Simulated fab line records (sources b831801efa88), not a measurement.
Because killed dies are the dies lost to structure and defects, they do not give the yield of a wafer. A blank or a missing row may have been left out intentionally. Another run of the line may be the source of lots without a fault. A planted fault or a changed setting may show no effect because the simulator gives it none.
Matching of chambers || flow sfq line || SFQ_TRILAYER_I2_CMP_CMP_064 on cmp-02 has 4 sister chambers
The step polishes SiO2. 14 wafers are shown with their chamber, then 7 later ones without.

## EACH WAFER AND ITS CHAMBER
{"wafer": "L882.1", "chamber": 0, "motor current A (A)": 10.5, "time to endpoint s (s)": 213}
{"wafer": "L882.2", "chamber": 3, "motor current A (A)": 10.3, "time to endpoint s (s)": 207}
{"wafer": "L882.4", "chamber": 2, "motor current A (A)": 12.1, "time to endpoint s (s)": 216}
{"wafer": "L888.1", "chamber": 2, "motor current A (A)": 11.9, "time to endpoint s (s)": 216}
{"wafer": "L888.2", "chamber": 1, "motor current A (A)": 11.2, "time to endpoint s (s)": 202}
{"wafer": "L888.5", "chamber": 1, "motor current A (A)": 10.7, "time to endpoint s (s)": 211}
{"wafer": "L892.4", "chamber": 2, "motor current A (A)": 11.4, "time to endpoint s (s)": 217}
{"wafer": "L892.5", "chamber": 0, "motor current A (A)": 10.3, "time to endpoint s (s)": 221}
{"wafer": "L892.6", "chamber": 3, "motor current A (A)": 10.6, "time to endpoint s (s)": 215}
{"wafer": "L897.1", "chamber": 2, "motor current A (A)": 11.8, "time to endpoint s (s)": 216}
{"wafer": "L897.3", "chamber": 1, "motor current A (A)": 11.0, "time to endpoint s (s)": 219}
{"wafer": "L897.5", "chamber": 1, "motor current A (A)": 10.3, "time to endpoint s (s)": 224}
{"wafer": "L901.1", "chamber": 3, "motor current A (A)": 10.5, "time to endpoint s (s)": 219}
{"wafer": "L901.5", "chamber": 3, "motor current A (A)": 10.0, "time to endpoint s (s)": 214}

SIGNATURES (means of the wafers above)
{"reading": "motor current A", "chamber 0": 10.400, "chamber 1": 10.800, "chamber 2": 11.800, "chamber 3": 10.350, "scatter within a chamber": 0.308}
{"reading": "time to endpoint s", "chamber 0": 217.00, "chamber 1": 214.00, "chamber 2": 216.25, "chamber 3": 213.75, "scatter within a chamber": 6.21}
Rule: for a wafer and a chamber, the distance is found by dividing, reading by reading, the gap between the wafer's reading and the chamber's mean by the reading's scatter, squaring, summing and taking the root. If the next closest chamber is less than 2 further off than the closest, the wafer can't be placed; otherwise it belongs to the closest. The scatter: take each reading less its chamber's mean, square it, sum over the shown wafers, divide by the number of wafers less the number of chambers, and take the root.

## WAFERS WHOSE CHAMBER IS MISSING
{"wafer": "L901.6", "motor current A (A)": 10.2, "time to endpoint s (s)": 224}
{"wafer": "L902.4", "motor current A (A)": 10.8, "time to endpoint s (s)": 218}
{"wafer": "L902.2", "motor current A (A)": 11.4, "time to endpoint s (s)": 222}
{"wafer": "L902.5", "motor current A (A)": 10.2, "time to endpoint s (s)": 217}
{"wafer": "L904.4", "motor current A (A)": 10.5, "time to endpoint s (s)": 217}
{"wafer": "L904.1", "motor current A (A)": 10.8, "time to endpoint s (s)": 212}
{"wafer": "L904.5", "motor current A (A)": 10.4, "time to endpoint s (s)": 214}

## EACH ONE'S CHAMBER
{"wafer": "L901.6", "from the rows above": "can't be placed: 0 or 3 or 1", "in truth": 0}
{"wafer": "L902.4", "from the rows above": "can't be placed: 1 or 0 or 3", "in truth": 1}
{"wafer": "L902.2", "from the rows above": "can't be placed: 2 or 1 or 0", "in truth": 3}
{"wafer": "L902.5", "from the rows above": "can't be placed: 0 or 3 or 1", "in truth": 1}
{"wafer": "L904.4", "from the rows above": "can't be placed: 0 or 3 or 1", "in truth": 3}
{"wafer": "L904.1", "from the rows above": "can't be placed: 1 or 3 or 0", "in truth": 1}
{"wafer": "L904.5", "from the rows above": "can't be placed: 3 or 0 or 1", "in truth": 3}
Correctly placed: 0 of 7. Unplaceable from these rows: 7, with the true chamber sitting among the candidates in 6. Number placed wrongly: 0.
